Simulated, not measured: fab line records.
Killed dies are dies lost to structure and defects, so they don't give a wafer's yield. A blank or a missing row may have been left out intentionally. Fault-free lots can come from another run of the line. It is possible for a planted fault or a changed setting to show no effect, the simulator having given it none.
fab line records	flow sky130
[record] lots = 11	wafers = 33	last-day = 51
route steps=708 shown FIELD_ISO@18 VT_ADJUST_NCORE@128 POLY_GATE@230 LI_CONTACT@365
lots with no fault: from the same line, run without faults
start-h: hours from the record's opening day to when the first of the lot's shown wafers began	wait-h: hours from the lot's prior step to this one	" same as the row above	L1.1+2: several wafers, shown together as one row	- either no value or no given start	* or withheld: withheld	< > ~ a bound
route shown NAME@n: a module of which the file shows steps, and the number in the route of the first	usual: the fault-free wafers' mean and standard deviation	same: alike in all rows	chamber/n: place in a boat	sites: readings site by site	_std_site: how widely they spread, as a standard deviation	_edge_site: the outer-site mean with the inner-site mean subtracted	radius-mm: for every site, how far away it sits from the centre of the wafer	mask NAME#n: copy n	behind: the most recent tool/chamber to have shaped the wafer	hold: why the lot went on hold/how many hours it stayed there/how the hold came to an end	device: which transistor (n, p or np) failed to switch	end of line: tests of these same wafers at the route's end	step lacking rows: just its recipe	killed: dies that structure and defects cost at the first sort, which is not the same as the wafer's yield	map: dies across one wafer; x = killed, . = not, _ = none there
set.NAME: the setting as run; set.NAME@STEP: as run at that earlier step	model.NAME: the simulator's own value behind a step, which no gauge read
one table for each step of the route and one row for each wafer, over a sample of lots
services: from which hour (start-h, from the record's first day; less than 0 if before it) a tool's chamber was out of use, for how many hours, and why
[[steps]]
[step SKY_FIELD_ISO_ETCH_17]
[recipe] target-depth-a = 3420	mask-material = Si3N4	chemistry = HBr/Cl2/O2	target = Si	taper-deg = 5	icp-w = 600	bias-w = 150	pressure-mtorr = 15	HBr_flow_sccm = 150	Cl2_flow_sccm = 40	O2_flow_sccm = 6	time-s = 97.7
[usual] chamber-pressure-mTorr = 14.998/0.015	drypump-motor-current-A = 5.8/0.31	oes-product-au = 1.000/0.0086	throttle-valve-pct = 25.655/0.01
lot.wafer	tool	chamber	start-h	wait-h	chamber-pressure-mTorr	drypump-motor-current-A	oes-product-au	rf-hours-counter-h	throttle-valve-pct
L974.2	rie-si-01	2	31.57	0.1	15.012	5.8	1.001	11	25.666
L974.4	"	0	"	"	14.974	5.8	0.994	47	25.650
L974.5	"	2	"	"	15.026	5.8	0.992	-	25.646
L976.1	rie-si-01	3	40.71	0.1	14.986	6.0	1.002	1	25.655
L976.3	"	2	"	"	15.004	5.8	1.006	12	25.662
L976.5	"	2	"	"	15.000	5.8	1.004	-	25.666
L978.4	rie-si-01	2	50.43	0.0	15.007	5.8	1.001	12	25.664
L978.5	"	2	"	"	14.988	5.8	1.005	-	25.674
L978.6	"	1	"	"	14.991	5.5	1.014	-	25.640
L979.2	rie-si-01	3	55.04	0.1	14.975	6.0	0.997	2	25.640
L979.5	"	3	"	"	14.991	6.0	0.991	-	25.656
L979.6	"	2	"	"	14.992	5.8	0.992	-	25.650
L980.2	rie-si-02	1	61.26	0.1	14.980	6.0	1.022	98	25.649
L980.4	"	1	"	"	15.020	6.0	1.007	-	25.666
L980.5	"	0	"	"	15.004	6.0	0.990	-	25.655
L982.2	rie-si-02	1	73.26	0.1	14.982	6.0	1.025	98	25.648
L982.4	"	2	"	"	15.006	5.1	1.004	80	25.638
L982.6	"	2	"	"	14.986	5.1	1.012	-	25.655
L989.1	rie-si-01	1	108.54	0.1	14.991	5.5	1.007	45	25.635
L989.2	"	2	"	"	15.007	5.8	1.004	12	25.645
L989.3	"	0	"	"	14.999	5.8	0.996	48	25.653
L990.4	rie-si-01	3	115.43	0.0	15.003	6.0	0.987	2	25.659
L990.5	"	0	"	"	15.025	5.8	0.986	-	25.663
L990.6	"	3	"	"	14.980	6.0	0.988	-	25.648
L993.1	rie-si-01	0	128.53	0.1	14.965	5.8	0.991	48	25.663
L993.3	"	2	"	"	15.016	5.8	0.998	12	25.661
L993.4	"	1	"	"	15.007	5.6	1.009	46	25.655
L995.1	rie-si-01	3	139.83	0.1	15.007	6.0	1.003	2	25.648
L995.4	"	0	"	"	14.989	5.8	1.003	48	25.668
L995.5	"	0	"	"	14.995	5.8	0.996	-	25.644
L997.2	rie-si-02	3	151.26	0.1	14.995	6.3	0.994	1	25.669
L997.5	"	3	"	"	15.008	6.3	0.994	-	25.668
L997.6	"	0	"	"	14.999	5.9	0.990	-	25.652
[step SKY_VT_ADJUST_NCORE_IMPLANT_09]
[recipe] species = B	energy-kev = 10	dose-cm2 = 2.4e+12	tilt-deg = withheld
[usual] dose-ions-cm2 = 2.4001e+12/2.6e+09
[same] implant-ion-amu = 11
lot.wafer	tool	chamber	start-h	wait-h	dose-ions-cm2
L974.2	implanter-04	0	194.65	0.0	2.3962e+12
L974.4	"	0	"	"	2.3956e+12
L974.5	"	0	"	"	2.3976e+12
L976.1	implanter-03	0	211.90	0.0	2.4006e+12
L976.3	"	0	"	"	2.4013e+12
L976.5	"	0	"	"	2.4023e+12
L976.1	implanter-03	0	212.22	0.3	2.4024e+12
L976.3	"	0	"	"	2.4018e+12
L976.5	"	0	"	"	2.4025e+12
L978.4	implanter-01	0	225.77	0.1	2.3955e+12
L978.5	"	0	"	"	2.3989e+12
L978.6	"	0	"	"	2.3963e+12
L979.2	implanter-01	0	229.05	0.0	2.4052e+12
L979.5	"	0	"	"	2.4009e+12
L979.6	"	0	"	"	2.4023e+12
L979.2	implanter-01	0	229.36	0.3	2.4001e+12
L979.5	"	0	"	"	2.4033e+12
L979.6	"	0	"	"	2.3994e+12
L980.2	implanter-03	0	236.62	0.0	2.3993e+12
L980.4	"	0	"	"	2.4021e+12
L980.5	"	0	"	"	2.3976e+12
L980.2	implanter-03	0	236.94	0.3	2.3985e+12
L980.4	"	0	"	"	2.3976e+12
L980.5	"	0	"	"	2.397e+12
L982.2	implanter-01	0	250.30	0.0	2.3958e+12
L982.4	"	0	"	"	2.4007e+12
L982.6	"	0	"	"	2.4013e+12
L989.1	implanter-04	0	298.02	0.0	2.3997e+12
L989.2	"	0	"	"	2.3933e+12
L989.3	"	0	"	"	2.3976e+12
L990.4	implanter-03	0	305.37	0.1	2.4029e+12
L990.5	"	0	"	"	2.4034e+12
L990.6	"	0	"	"	2.4048e+12
L993.1	implanter-03	0	325.70	0.0	2.3978e+12
L993.3	"	0	"	"	2.3985e+12
L993.4	"	0	"	"	2.398e+12
L995.1	implanter-01	0	346.87	0.0	2.4032e+12
L995.4	"	0	"	"	2.4043e+12
L995.5	"	0	"	"	2.3989e+12
L997.2	implanter-04	0	359.37	0.0	2.4055e+12
L997.5	"	0	"	"	2.3997e+12
L997.6	"	0	"	"	2.405e+12
[step SKY_VT_ADJUST_NCORE_TW_MEAS_11]
[usual] VT_ADJUST_NCORE_TW = 220.6/2.6
lot.wafer	tool	chamber	start-h	wait-h	VT_ADJUST_NCORE_TW
L974.2	film-metro-02	-	194.88	0.1	224.5
L974.4	"	-	"	"	224.0
L974.5	"	-	"	"	223.9
L976.1	film-metro-03	-	212.47	0.1	265.9
L976.3	"	-	"	"	265.4
L976.5	"	-	"	"	265.4
L978.4	film-metro-02	-	225.98	0.1	222.7
L978.5	"	-	"	"	223.3
L978.6	"	-	"	"	222.0
L979.2	film-metro-02	-	229.60	0.1	271.4
L979.5	"	-	"	"	272.7
L979.6	"	-	"	"	271.6
L980.2	film-metro-02	-	237.18	0.1	270.8
L980.4	"	-	"	"	272.1
L980.5	"	-	"	"	272.7
L982.2	film-metro-02	-	250.53	0.1	223.8
L982.4	"	-	"	"	223.9
L982.6	"	-	"	"	225.2
L989.1	film-metro-02	-	298.27	0.1	223.5
L989.2	"	-	"	"	222.8
L989.3	"	-	"	"	223.5
L990.4	film-metro-02	-	305.58	0.1	223.4
L990.5	"	-	"	"	223.2
L990.6	"	-	"	"	222.5
L993.1	film-metro-04	-	325.95	0.1	219.1
L993.3	"	-	"	"	218.3
L993.4	"	-	"	"	217.9
L995.1	film-metro-03	-	347.12	0.1	217.1
L995.4	"	-	"	"	217.7
L995.5	"	-	"	"	217.0
L997.2	film-metro-04	-	359.61	0.1	220.6
L997.5	"	-	"	"	220.6
L997.6	"	-	"	"	221.0
[step SKY_POLY_GATE_ETCH_16]
[recipe] stop-on = poly-Si	chemistry = CH3F/O2	target = Si3N4	source-w = 400	bias-w = 80	pressure-mtorr = 25	ch3f-flow-sccm = 40	O2_flow_sccm = 30	time-s = 147.5	target-depth-a = 750
[usual] chamber-pressure-mTorr = 24.998/0.021	drypump-motor-current-A = 5.7/0.45	oes-product-au = 0.640/0.0051	throttle-valve-pct = 10.536/0.0091
lot.wafer	tool	chamber	start-h	wait-h	chamber-pressure-mTorr	drypump-motor-current-A	oes-product-au	rf-hours-counter-h	throttle-valve-pct
L974.2	rie-diel-02	1	392.25	0.0	24.993	5.6	0.649	85	10.527
L974.4	"	3	"	"	25.000	6.1	0.643	97	10.527
L974.5	"	0	"	"	24.985	5.2	0.635	-	10.537
L976.1	rie-diel-01	3	406.70	0.0	24.969	5.9	0.644	12	10.533
L976.3	"	0	"	"	25.030	5.7	0.636	4	10.545
L976.5	"	2	"	"	25.007	5.5	0.641	-	10.545
L978.4	rie-diel-02	2	427.69	0.1	25.002	6.5	0.634	-	10.542
L978.5	"	3	"	"	24.992	6.1	0.635	-	10.528
L978.6	"	2	"	"	24.986	6.5	0.633	-	10.536
L979.2	rie-diel-01	1	429.70	0.0	25.038	4.9	0.632	3	10.540
L979.5	"	2	"	"	24.968	5.5	0.642	-	10.527
L979.6	"	1	"	"	25.021	4.9	0.633	-	10.528
L980.2	rie-diel-04	0	438.60	0.0	25.018	5.3	0.648	105	10.524
L980.4	"	1	"	"	25.034	5.8	0.648	13	10.526
L980.5	"	2	"	"	24.957	5.5	0.633	-	10.539
L982.2	rie-diel-02	2	460.60	0.0	24.994	6.5	0.645	29	10.542
L982.4	"	0	"	"	24.979	5.3	0.650	-	10.538
L982.6	"	1	"	"	25.002	5.5	0.635	-	10.537
L989.1	rie-diel-01	1	523.90	0.0	25.017	4.9	0.635	5	10.550
L989.2	"	2	"	"	25.013	5.5	0.647	35	10.553
L989.3	"	3	"	"	25.016	5.9	0.647	14	10.522
L990.4	rie-diel-04	0	526.90	0.0	24.995	5.3	0.637	0	10.545
L990.5	"	2	"	"	24.993	5.5	0.644	-	10.527
L990.6	"	3	"	"	24.988	6.1	0.644	-	10.537
L993.1	rie-diel-02	0	552.35	0.0	25.039	5.2	0.648	17	10.533
L993.3	"	1	"	"	24.963	5.5	0.635	0	10.531
L993.4	"	2	"	"	24.991	6.5	0.644	30	10.540
L995.1	rie-diel-02	0	573.35	0.0	24.998	5.3	0.639	17	10.529
L995.4	"	3	"	"	25.014	6.1	0.640	2	10.537
L995.5	"	2	"	"	24.966	6.5	0.639	-	10.508
L997.2	rie-diel-04	1	586.80	0.0	24.972	5.8	0.641	17	10.531
L997.5	"	3	"	"	24.966	6.2	0.642	-	10.522
L997.6	"	0	"	"	25.020	5.3	0.637	-	10.531
[step SKY_LI_CONTACT_BOW_MEAS_03]
[recipe] mode = bow
[usual] LI_CONTACT_BOW = 54/6.3
lot.wafer	tool	chamber	start-h	wait-h	LI_CONTACT_BOW[um]
L974.2	film-metro-04	-	676.19	0.3	62
L974.4	"	-	"	"	53
L974.5	"	-	"	"	73
L976.1	film-metro-01	-	686.51	0.1	62
L976.3	"	-	"	"	62
L976.5	"	-	"	"	53
L978.4	film-metro-04	-	707.85	0.2	52
L978.5	"	-	"	"	49
L978.6	"	-	"	"	59
L979.2	film-metro-02	-	712.21	0.2	60
L979.5	"	-	"	"	48
L979.6	"	-	"	"	52
L980.2	film-metro-04	-	717.39	0.1	47
L980.4	"	-	"	"	48
L980.5	"	-	"	"	52
L982.2	film-metro-04	-	739.59	0.3	54
L982.4	"	-	"	"	44
L982.6	"	-	"	"	42
L989.1	film-metro-01	-	795.49	0.2	49
L989.2	"	-	"	"	65
L989.3	"	-	"	"	48
L990.4	film-metro-02	-	798.60	0.3	60
L990.5	"	-	"	"	65
L990.6	"	-	"	"	57
L993.1	film-metro-01	-	823.02	0.1	49
L993.3	"	-	"	"	55
L993.4	"	-	"	"	55
L995.1	film-metro-04	-	840.40	0.1	52
L995.4	"	-	"	"	53
L995.5	"	-	"	"	50
L997.2	film-metro-04	-	851.79	0.3	52
L997.5	"	-	"	"	52
L997.6	"	-	"	"	59
[[services]]
tool	chamber	start-h	hours	kind
implanter-01	-	36.55	5.1	pm
implanter-03	-	53.10	3.3	repair
rie-si-01	1	64.17	3.0	repair
implanter-03	-	67.27	1.6	repair
rie-si-01	-	74.58	2.8	pm
implanter-01	-	78.77	5.2	repair
rie-si-01	1	95.63	1.7	repair
implanter-03	-	145.23	6.4	pm
implanter-03	-	151.60	17.5	pm
rie-diel-02	3	170.30	8.4	repair
rie-diel-02	0	199.24	4.6	repair
implanter-01	-	202.02	1.9	repair
implanter-01	-	202.43	1.0	repair
implanter-03	-	206.58	1.4	repair
rie-diel-02	-	215.68	14.6	pm
rie-diel-02	3	237.04	2.3	repair
implanter-01	-	259.31	0.5	repair
rie-si-01	1	294.81	5.8	repair
implanter-01	-	294.93	3.2	repair
implanter-01	-	312.16	1.6	repair
rie-diel-02	-	324.31	2.8	pm
rie-diel-02	3	374.58	3.8	repair
implanter-03	-	495.83	3.3	repair
rie-si-01	1	504.17	3.2	repair
[[key]]
[first-sign] step = SKY_VT_ADJUST_NCORE_IMPLANT_09	reading = visit	direction = added
[effect] step = SKY_VT_ADJUST_NCORE_TW_MEAS_11	reading = VT_ADJUST_NCORE_TW	direction = up	sigmas = 19	usual = 220.6	struck = 269.8
met-at SKY_VT_ADJUST_NCORE_IMPLANT_09
struck-lots L976,L979,L980
tester-left-out L976,L979,L980
not-acting-at SKY_FIELD_ISO_ETCH_17,SKY_POLY_GATE_ETCH_16,SKY_LI_CONTACT_BOW_MEAS_03
[fault] kind = repeated-step-whole	tool = implanter-01,implanter-03,implanter-04	chamber = -	onset-h = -	steps = SKY_VT_ADJUST_NCORE_IMPLANT_09	times = 1	scope = struck-lots-only
// tester-left-out: of these lots the tester's yield and bins aren't shown, on N5 and GAA mostly nor the transistor test; their killed dies are dies lost to structure and defects alone, not to doping, threshold or leakage, so they don't give the yield
